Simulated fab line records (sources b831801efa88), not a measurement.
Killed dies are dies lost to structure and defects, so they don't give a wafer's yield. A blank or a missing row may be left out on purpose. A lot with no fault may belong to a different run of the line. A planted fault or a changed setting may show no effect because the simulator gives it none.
A struck lot beside a sound one || flow sky130 || 15 out of 708 route steps
Sound: these wafers, L464.1, L464.3, L464.4. Wafers struck: L481.2, L481.5, L481.6. The cause is named last.
Order at every step that has rows: each side's tool, ch and its chambers, its first start. Under that, the readings that differ: sound wafers || struck wafers || difference of the means || sigmas: that difference in standard deviations of wafers without a fault.
alike: readings with means less than 2 such deviations apart, plus words and numbers identical on both sides. not compared: withheld readings, readings lacking a value on some wafer, bounds such as >300 that could conceal the same value, and numbers that have no deviation in the record and whose values overlap.
Wherever a step has rows on one side only, a row that says differs or no value, or a row with sigmas, the two part there. Numbers that don't overlap but have no deviation are shown without sigmas and don't part them. A reading that every wafer of one side lacks parts them only if that side has two wafers or more.

first, 2 steps without rows for these wafers: SKY_GATE_OXIDE_IMPLANT_11; SKY_GATE_OXIDE_WET_ETCH_12 (etches SiO2 in dHF, target depth 16.8 nm, time 336 s).
SKY_GATE_OXIDE_STRIP_13: strips in O2/N2.
  sound on plasmaAsher-03 ch 0,1, day 14 16:04; struck on plasmaAsher-01 ch 0,1, day 20 15:35
  alike: drypumpMotorCurrentA, oesProductAu, stripTimeToEndpointS
  not compared: rfHoursCounterH
SKY_GATE_OXIDE_TW_MEAS_14:
  sound on filmMetro-02 at day 14 16:10; struck on filmMetro-03 at day 20 15:42
  alike: GATE_OXIDE_TW
then, 3 steps without rows for these wafers: SKY_GATE_OXIDE_CLEAN_15 (cleans in SC1/SC2, time 150 s); SKY_GATE_OXIDE_OXIDATION_16 (stabilise 600 s, purge 300 s, target thk 3.57 nm); SKY_POLY_GATE_CVD_00 (deposits poly-Si, target thk 180 nm, time 720 s).
SKY_POLY_GATE_THK_MEAS_01:
  sound on filmMetro-04 at day 14 20:42; struck on filmMetro-02 at day 20 18:32
  alike: POLY_GATE_CVD_00_THK
then, 4 steps without rows for these wafers: SKY_RES_PROTECT_DEHYDRATE_00 (time 60 s); SKY_RES_PROTECT_HMDS_01 (prime time 60 s); SKY_RES_PROTECT_COAT_02 (resist thk 1140 nm); SKY_RES_PROTECT_SOFTBAKE_03 (time 60 s).
SKY_RES_PROTECT_EXPOSE_04: exposes mask RPM, target cd 1270 nm.
  sound on ilineStepper-02 ch 0, day 15 10:38; struck on ilineStepper-02 ch 0, day 21 09:14
{"reading": "mask", "sound": "RPM#0 RPM#0 RPM#0", "struck": "RPM_R1#0 RPM_R1#0 RPM_R1#0", "difference": "differs", "sigmas": ""}
then, 1 step without rows for these wafers: SKY_RES_PROTECT_PEB_05.
-- the record jumps here: 29 days lie between the struck wafers' starts before and after (it left off in module RES_PROTECT and takes up again in module PAD_OPEN, whose first step shown is number 708 of the route) --
SKY_PAD_OPEN_PROBE_99:
  sound on prober-01 at day 46 14:04; struck on prober-01 at day 50 08:56
  alike: killed_at_M0_to_M3, killed_at_M4_up, killedAtContacts, killedAtFrontEnd, killedAtOther, killedDies, killedOpen, killedShort

== WHERE THEY PART ==
Within this record, at SKY_RES_PROTECT_EXPOSE_04 only. Later steps at which nothing parts them and some readings are alike: SKY_PAD_OPEN_PROBE_99.

WHY: what the simulator had put in
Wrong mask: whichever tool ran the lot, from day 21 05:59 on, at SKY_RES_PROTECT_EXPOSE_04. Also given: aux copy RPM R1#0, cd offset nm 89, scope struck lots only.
